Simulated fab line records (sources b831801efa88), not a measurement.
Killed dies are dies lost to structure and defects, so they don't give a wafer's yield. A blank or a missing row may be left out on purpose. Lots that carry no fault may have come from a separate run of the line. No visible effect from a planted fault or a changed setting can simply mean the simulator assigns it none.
The tool behind it: which one? / flow sfq line / 14 lots, 42 wafers sampled, at 2 steps of a route of 325

## WHAT EACH GAUGE READ, for each wafer
The record holds no reading of a measuring or inspecting step that can be judged against a usual standard deviation.

## WHAT TOOL EACH LOT RAN ON (gives the tool, then ch and the chambers of the sampled wafers, and finally the start)
lot=L663; SFQ_TRILAYER_JJ_CE_LITHO_EXPOSE_115=krf scanner-02 ch 0, day 50 00:54; SFQ_TRILAYER_JJ_CE_METRO_MEASURE_117=cd sem-02, day 50 02:26
lot=L666; SFQ_TRILAYER_JJ_CE_LITHO_EXPOSE_115=krf scanner-01 ch 0, day 51 08:21; SFQ_TRILAYER_JJ_CE_METRO_MEASURE_117=cd sem-02, day 51 09:53
lot=L667; SFQ_TRILAYER_JJ_CE_LITHO_EXPOSE_115=krf scanner-01 ch 0, day 51 12:57; SFQ_TRILAYER_JJ_CE_METRO_MEASURE_117=cd sem-01, day 51 14:29
lot=L668; SFQ_TRILAYER_JJ_CE_LITHO_EXPOSE_115=krf scanner-01 ch 0, day 51 16:33; SFQ_TRILAYER_JJ_CE_METRO_MEASURE_117=cd sem-02, day 51 18:05
lot=L670; SFQ_TRILAYER_JJ_CE_LITHO_EXPOSE_115=krf scanner-01 ch 0, day 52 17:45; SFQ_TRILAYER_JJ_CE_METRO_MEASURE_117=cd sem-02, day 52 19:17
lot=L671; SFQ_TRILAYER_JJ_CE_LITHO_EXPOSE_115=krf scanner-01 ch 0, day 52 23:57; SFQ_TRILAYER_JJ_CE_METRO_MEASURE_117=cd sem-01, day 53 01:29
lot=L672; SFQ_TRILAYER_JJ_CE_LITHO_EXPOSE_115=krf scanner-01 ch 0, day 53 03:31; SFQ_TRILAYER_JJ_CE_METRO_MEASURE_117=cd sem-02, day 53 05:04
lot=L673; SFQ_TRILAYER_JJ_CE_LITHO_EXPOSE_115=krf scanner-02 ch 0, day 60 00:41; SFQ_TRILAYER_JJ_CE_METRO_MEASURE_117=cd sem-01, day 60 02:13
lot=L678; SFQ_TRILAYER_JJ_CE_LITHO_EXPOSE_115=krf scanner-01 ch 0, day 61 06:13; SFQ_TRILAYER_JJ_CE_METRO_MEASURE_117=cd sem-02, day 61 07:44
lot=L681; SFQ_TRILAYER_JJ_CE_LITHO_EXPOSE_115=krf scanner-01 ch 0, day 62 05:03; SFQ_TRILAYER_JJ_CE_METRO_MEASURE_117=cd sem-01, day 62 06:35
lot=L682; SFQ_TRILAYER_JJ_CE_LITHO_EXPOSE_115=krf scanner-01 ch 0, day 62 12:27; SFQ_TRILAYER_JJ_CE_METRO_MEASURE_117=cd sem-02, day 62 13:59
lot=L684; SFQ_TRILAYER_JJ_CE_LITHO_EXPOSE_115=krf scanner-02 ch 0, day 63 14:58; SFQ_TRILAYER_JJ_CE_METRO_MEASURE_117=cd sem-02, day 63 16:31
lot=L685; SFQ_TRILAYER_JJ_CE_LITHO_EXPOSE_115=krf scanner-02 ch 0, day 63 21:58; SFQ_TRILAYER_JJ_CE_METRO_MEASURE_117=cd sem-01, day 63 23:31
lot=L686; SFQ_TRILAYER_JJ_CE_LITHO_EXPOSE_115=krf scanner-02 ch 0, day 64 11:10; SFQ_TRILAYER_JJ_CE_METRO_MEASURE_117=cd sem-02, day 64 12:43
- SFQ_TRILAYER_JJ_CE_LITHO_EXPOSE_115: exposes mask J5, target cd 700 nm.
- SFQ_TRILAYER_JJ_CE_METRO_MEASURE_117

## AS READ BY THE TOOLS THEMSELVES (means over the sampled wafers that have a number; for cases with no such wafer, the mark the record gives instead)
SFQ_TRILAYER_JJ_CE_METRO_MEASURE_117.
lot=L663; tool=cd sem-02; cd nm (nm)=700.5
lot=L666; tool=cd sem-02; cd nm (nm)=700.6
lot=L667; tool=cd sem-01; cd nm (nm)=699.9
lot=L668; tool=cd sem-02; cd nm (nm)=699.4
lot=L670; tool=cd sem-02; cd nm (nm)=700.1
lot=L671; tool=cd sem-01; cd nm (nm)=698.6
lot=L672; tool=cd sem-02; cd nm (nm)=698.1
lot=L673; tool=cd sem-01; cd nm (nm)=699.4
lot=L678; tool=cd sem-02; cd nm (nm)=701.2
lot=L681; tool=cd sem-01; cd nm (nm)=696.9
lot=L682; tool=cd sem-02; cd nm (nm)=698.0
lot=L684; tool=cd sem-02; cd nm (nm)=700.6
lot=L685; tool=cd sem-01; cd nm (nm)=700.0
lot=L686; tool=cd sem-02; cd nm (nm)=699.5

## THE ANSWER, worked out from the rows above alone
Rule: what is usual is taken from the lots themselves. Put in order of their means at a reading, lots are off if they are a third of the lots or fewer, leave a main group of 4 or more, and stand apart from it by a gap of 3 or more times the standard deviation of the main group's means; of several such gaps the widest counts. If all means in a main group match to the digits the tables above print for the reading, that group is not used. Also off: a lot with no number at a reading for which 4 or more lots have one. Where the step has rows for the other lots, those lots are counted as sound. After the gauges, taken in route order, come the tools' own readings; for these a lot's mean is taken, as printed above. The first step at which some lot is off is used, and at that step the reading that is off furthest; a lot without a number counts as furthest.
No lot is off at any reading shown: from this, nothing can be told.

## WHAT THE SIMULATOR HAD PUT IN
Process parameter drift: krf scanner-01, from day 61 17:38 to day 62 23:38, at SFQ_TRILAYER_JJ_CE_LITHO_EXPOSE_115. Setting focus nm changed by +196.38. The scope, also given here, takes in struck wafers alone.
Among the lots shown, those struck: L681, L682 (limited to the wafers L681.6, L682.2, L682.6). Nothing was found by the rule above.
